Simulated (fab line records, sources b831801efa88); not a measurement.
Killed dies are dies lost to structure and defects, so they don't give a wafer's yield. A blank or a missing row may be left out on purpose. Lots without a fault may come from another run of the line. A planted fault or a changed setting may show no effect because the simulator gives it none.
fab line records | flow sky130
record lots=6 wafers=18 last_day=50
route steps=708 shown VT_ADJUST_NCORE@128 VT_ADJUST_HVTR@131
lots that met no fault: from a run of the same line without faults
start_h: hours from the record's first day to the start of the lot's first wafer shown | wait_h: hours since the lot's step before | " the same as in the row above | L1.1+2: a row that stands for several wafers | - no value, or no start given | * or withheld: withheld | < > ~ a bound
route shown NAME@n: a module of which the file shows steps, and the number in the route of the first | usual: mean/standard deviation of fault-free wafers | same: alike in all rows | chamber/n: place in a boat | sites: the reading at each site | _std_site: their standard deviation | _edge_site: outer sites' mean less inner sites' | radius_mm: how far each site lies from the wafer's centre | mask NAME#n: copy n | behind: the tool/chamber that last shaped the wafer | hold: why the lot was held/for how many hours/how that ended | device: the transistor (n, p or np) that didn't switch | end of line: the same wafers' tests at the end of the route | a step without rows: its recipe alone | killed: dies lost to structure and defects at the first sort, not the wafer's yield | map: a wafer's dies, x killed, . not, _ none there
set.NAME: the setting as run; set.NAME@STEP: as run at that earlier step | model.NAME: the simulator's own value behind a step, which no gauge read
lots at some steps of the route; a table a step, a row a wafer
services: from which hour (start_h, from the record's first day; less than 0 if before it) a tool's chamber was out of use, for how many hours, and why
## steps
# step SKY_VT_ADJUST_NCORE_IMPLANT_09
# recipe species=B energy_kev=10 dose_cm2=2.4e+12 tilt_deg=withheld
# step SKY_VT_ADJUST_NCORE_STRIP_10
# recipe chemistry=O2/N2 power_w=1400 pressure_mtorr=1500 platen_temp_c=withheld o2_flow_sccm=3000 n2_flow_sccm=300 overash_fraction=0.5
# usual drypump_motor_current_A=6.0/0.31 oes_product_au=0.715/0.0045 strip_time_to_endpoint_s=14.17/0.048
# columns lot.wafer tool chamber start_h wait_h drypump_motor_current_A oes_product_au rf_hours_counter_h strip_time_to_endpoint_s
L734.2 plasma_asher-03 1 229.77 0.1 6.5 0.718 11 14.15
L734.5 " 0 " " 5.9 0.708 - 14.20
L734.6 " 1 " " 6.5 0.714 - 14.11
L738.2 plasma_asher-04 1 267.92 0.1 6.0 0.716 55 14.18
L738.3 " 0 " " 6.1 0.721 - 14.13
L738.6 " 0 " " 6.1 0.710 - 14.16
L739.2 plasma_asher-04 1 270.54 0.1 6.0 0.719 55 14.25
L739.4 " 1 " " 6.1 0.720 - 14.25
L739.5 " 1 " " 6.0 0.717 - 14.28
L741.3 plasma_asher-02 0 288.57 0.1 5.9 0.718 - 14.25
L741.4 " 1 " " 5.5 0.721 - 14.23
L741.5 " 1 " " 5.5 0.715 - 14.18
L748.3 plasma_asher-02 0 342.10 0.1 5.8 0.719 - 14.21
L748.4 " 1 " " 5.4 0.704 - 14.18
L748.5 " 1 " " 5.5 0.714 - 14.16
L750.1 plasma_asher-04 1 357.94 0.1 6.1 0.714 64 14.08
L750.2 " 0 " " 6.0 0.716 64 14.13
L750.6 " 0 " " 6.0 0.719 - 14.13
# step SKY_VT_ADJUST_NCORE_TW_MEAS_11
# usual VT_ADJUST_NCORE_TW=220.4/1.4
# columns lot.wafer tool chamber start_h wait_h VT_ADJUST_NCORE_TW
L734.2 film_metro-01 - 229.88 0.1 223.5
L734.5 " - " " 222.9
L734.6 " - " " 222.0
L738.2 film_metro-02 - 268.03 0.1 221.0
L738.3 " - " " 219.6
L738.6 " - " " 218.3
L739.2 film_metro-03 - 270.77 0.2 218.8
L739.4 " - " " 219.9
L739.5 " - " " 218.8
L741.3 film_metro-03 - 288.66 0.1 220.4
L741.4 " - " " 221.2
L741.5 " - " " 219.5
L748.3 film_metro-01 - 342.19 0.1 222.9
L748.4 " - " " 222.4
L748.5 " - " " 222.9
L750.1 film_metro-01 - 358.04 0.1 221.6
L750.2 " - " " 222.1
L750.6 " - " " 222.1
# step SKY_VT_ADJUST_HVTR_DEHYDRATE_00
# recipe temp_c=200 time_s=60
# step SKY_VT_ADJUST_HVTR_HMDS_01
# recipe prime_time_s=60 prime_temp_c=120
# step SKY_VT_ADJUST_HVTR_COAT_02
# recipe resist=NOVOLAK spin_rpm=3000 resist_thk_nm=1140
# step SKY_VT_ADJUST_HVTR_SOFTBAKE_03
# recipe temp_c=90 time_s=60 resist=NOVOLAK
# step SKY_VT_ADJUST_HVTR_EXPOSE_04
# recipe mask_id=HVTRM target_cd_nm=380 na=0.6 source_shape=conventional sigma_outer=0.6 dose_mj=150
# step SKY_VT_ADJUST_HVTR_PEB_05
# recipe temp_c=withheld time_s=* resist=NOVOLAK
# step SKY_VT_ADJUST_HVTR_DEVELOP_06
# recipe develop_time_s=60 dev_temp_c=22.07
# step SKY_VT_ADJUST_HVTR_CD_MEAS_07
# recipe target_cd_nm=380
# usual cd_nm=380.2/2.2
# columns lot.wafer tool chamber start_h wait_h cd_nm
L734.2 cd_sem-02 - 253.24 0.1 377.2
L734.5 " - " " 375.3
L734.6 " - " " 378.5
L738.2 cd_sem-01 - 293.64 0.1 380.1
L738.3 " - " " 378.2
L738.6 " - " " 379.3
L739.2 cd_sem-01 - 295.79 0.1 376.8
L739.4 " - " " 377.1
L739.5 " - " " 380.1
L741.3 cd_sem-02 - 313.81 0.1 383.8
L741.4 " - " " 383.7
L741.5 " - " " 383.5
L748.3 cd_sem-02 - 370.67 0.1 379.1
L748.4 " - " " 377.6
L748.5 " - " " 379.3
L750.1 cd_sem-01 - 387.27 0.1 382.8
L750.2 " - " " 382.7
L750.6 " - " " 382.1
# step SKY_VT_ADJUST_HVTR_OVL_MEAS_08
# usual VT_ADJUST_HVTR_OVL=-0.3/1.7
# columns lot.wafer tool chamber start_h wait_h VT_ADJUST_HVTR_OVL[nm]
L734.2 overlay-01 - 253.36 0.1 2.2
L734.5 " - " " -1.1
L734.6 " - " " 1.1
L738.2 overlay-01 - 293.75 0.1 -1.4
L738.3 " - " " -2.9
L738.6 " - " " -3.5
L739.2 overlay-02 - 295.90 0.1 0.0
L739.4 " - " " 0.6
L739.5 " - " " 1.6
L741.3 overlay-01 - 313.90 0.1 -2.2
L741.4 " - " " -1.5
L741.5 " - " " -2.5
L748.3 overlay-02 - 370.76 0.1 -1.6
L748.4 " - " " -0.2
L748.5 " - " " -0.8
L750.1 overlay-02 - 387.39 0.1 1.0
L750.2 " - " " 0.8
L750.6 " - " " 2.9
# step SKY_VT_ADJUST_HVTR_IMPLANT_09
# recipe species=B energy_kev=10 dose_cm2=2.1e+12 tilt_deg=withheld
# usual beam_energy_keV=10.001/0.0034 beam_on_s=10.03/0.2
# columns lot.wafer tool chamber start_h wait_h beam_energy_keV beam_on_s
L734.2 implanter-01 0 253.42 0.0 10.004 10.06
L734.5 " 0 " " 10.002 10.04
L734.6 " 0 " " 10.007 9.90
L738.2 implanter-02 - 293.80 0.0 - -
L738.3 " - " " - -
L738.6 " - " " - -
L739.2 implanter-03 - 295.96 0.0 - -
L739.4 " - " " - -
L739.5 " - " " - -
L741.3 implanter-02 0 313.98 0.1 10.009 9.92
L741.4 " 0 " " 10.002 9.99
L741.5 " 0 " " 10.006 9.96
L748.3 implanter-03 0 370.84 0.1 10.000 9.93
L748.4 " 0 " " 10.001 9.63
L748.5 " 0 " " 10.000 10.17
L750.1 implanter-02 0 387.43 0.0 9.997 10.17
L750.2 " 0 " " 10.000 9.74
L750.6 " 0 " " 10.002 9.88
# step SKY_VT_ADJUST_HVTR_STRIP_10
# recipe chemistry=O2/N2 power_w=1400 pressure_mtorr=1500 platen_temp_c=withheld o2_flow_sccm=3000 n2_flow_sccm=300 overash_fraction=0.5
# usual drypump_motor_current_A=5.6/0.38 oes_product_au=0.715/0.0048 strip_time_to_endpoint_s=14.17/0.038
# columns lot.wafer tool chamber start_h wait_h drypump_motor_current_A oes_product_au rf_hours_counter_h strip_time_to_endpoint_s
L734.2 plasma_asher-01 1 253.54 0.1 5.2 0.709 56 14.16
L734.5 " 1 " " 5.2 0.720 - 14.18
L734.6 " 0 " " 5.3 0.712 - 14.20
L738.2 plasma_asher-04 0 293.93 0.1 6.1 0.714 58 14.20
L738.3 " 0 " " 6.0 0.716 - 14.19
L738.6 " 1 " " 6.0 0.709 - 14.23
L739.2 plasma_asher-02 1 296.08 0.1 5.5 0.709 48 14.24
L739.4 " 0 " " 5.8 0.717 - 14.25
L739.5 " 0 " " 5.9 0.706 - 14.25
L741.3 plasma_asher-01 0 314.11 0.1 5.2 0.721 - 14.22
L741.4 " 1 " " 5.2 0.708 - 14.18
L741.5 " 1 " " 5.2 0.710 - 14.20
L748.3 plasma_asher-01 1 370.97 0.1 5.2 0.712 - 14.13
L748.4 " 0 " " 5.2 0.718 - 14.16
L748.5 " 0 " " 5.2 0.714 - 14.15
L750.1 plasma_asher-01 1 387.58 0.1 5.2 0.706 69 14.11
L750.2 " 0 " " 5.2 0.710 69 14.11
L750.6 " 0 " " 5.2 0.716 - 14.13
# step SKY_VT_ADJUST_HVTR_TW_MEAS_11
# usual VT_ADJUST_HVTR_TW=211.9/1.2
# columns lot.wafer tool chamber start_h wait_h VT_ADJUST_HVTR_TW
L734.2 film_metro-04 - 253.65 0.1 212.3
L734.5 " - " " 212.0
L734.6 " - " " 212.8
L738.2 film_metro-03 - 294.04 0.1 30.1
L738.3 " - " " 30.0
L738.6 " - " " 30.1
L739.2 film_metro-04 - 296.19 0.1 30.2
L739.4 " - " " 30.0
L739.5 " - " " 30.1
L741.3 film_metro-04 - 314.20 0.1 212.3
L741.4 " - " " 212.4
L741.5 " - " " 211.6
L748.3 film_metro-03 - 371.06 0.1 210.4
L748.4 " - " " 210.8
L748.5 " - " " 210.8
L750.1 film_metro-03 - 387.68 0.1 211.1
L750.2 " - " " 211.9
L750.6 " - " " 212.0
## services
# columns tool chamber start_h hours kind
implanter-02 - 208.79 6.6 repair
implanter-03 - 213.38 4.4 pm
implanter-02 - 229.00 9.7 repair
plasma_asher-03 - 239.51 0.7 repair
implanter-02 - 239.78 6.4 pm
implanter-01 - 256.39 4.1 repair
implanter-01 - 275.12 4.1 pm
implanter-02 - 285.37 3.9 repair
implanter-02 - 290.62 2.5 repair
implanter-03 - 297.83 5.2 repair
implanter-02 - 308.24 2.5 repair
implanter-03 - 319.19 0.5 repair
plasma_asher-01 - 335.35 4.2 repair
plasma_asher-03 - 336.64 6.1 repair
plasma_asher-04 - 338.96 2.3 repair
implanter-03 - 344.60 18.7 repair
implanter-02 - 348.98 4.0 repair
plasma_asher-02 - 350.37 8.3 repair
plasma_asher-02 - 362.59 6.9 pm
implanter-01 - 375.54 2.7 pm
## key
first_sign step=SKY_VT_ADJUST_HVTR_IMPLANT_09 reading=tool_record direction=missing
effect step=SKY_VT_ADJUST_HVTR_TW_MEAS_11 reading=VT_ADJUST_HVTR_TW direction=down sigmas=99+ usual=211.9 struck=30.1
met_at SKY_VT_ADJUST_HVTR_IMPLANT_09
struck_wafers L738.2,L738.3,L738.6,L739.2,L739.4,L739.5
later_rows_left_out L738.2,L738.3,L738.6,L739.2,L739.4,L739.5
sort_left_out L738.2,L738.3,L738.6,L739.2,L739.4,L739.5
tester_left_out L738,L739
fault kind=skipped_step_whole tool=implanter-02,implanter-03 chamber=- onset_h=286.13 steps=SKY_VT_ADJUST_HVTR_IMPLANT_09 scope=struck_lots_only
# tester_left_out: of these lots the tester's yield and bins aren't shown, on N5 and GAA mostly nor the transistor test; their killed dies are dies lost to structure and defects alone, not to doping, threshold or leakage, so they don't give the yield
# sort_left_out: the simulated sort isn't trusted on such a fault, so these wafers' sort isn't shown, and their yield isn't known
# later_rows_left_out: the simulator's readings of these wafers behind a module that went badly wrong aren't trusted and aren't shown, but for the sort
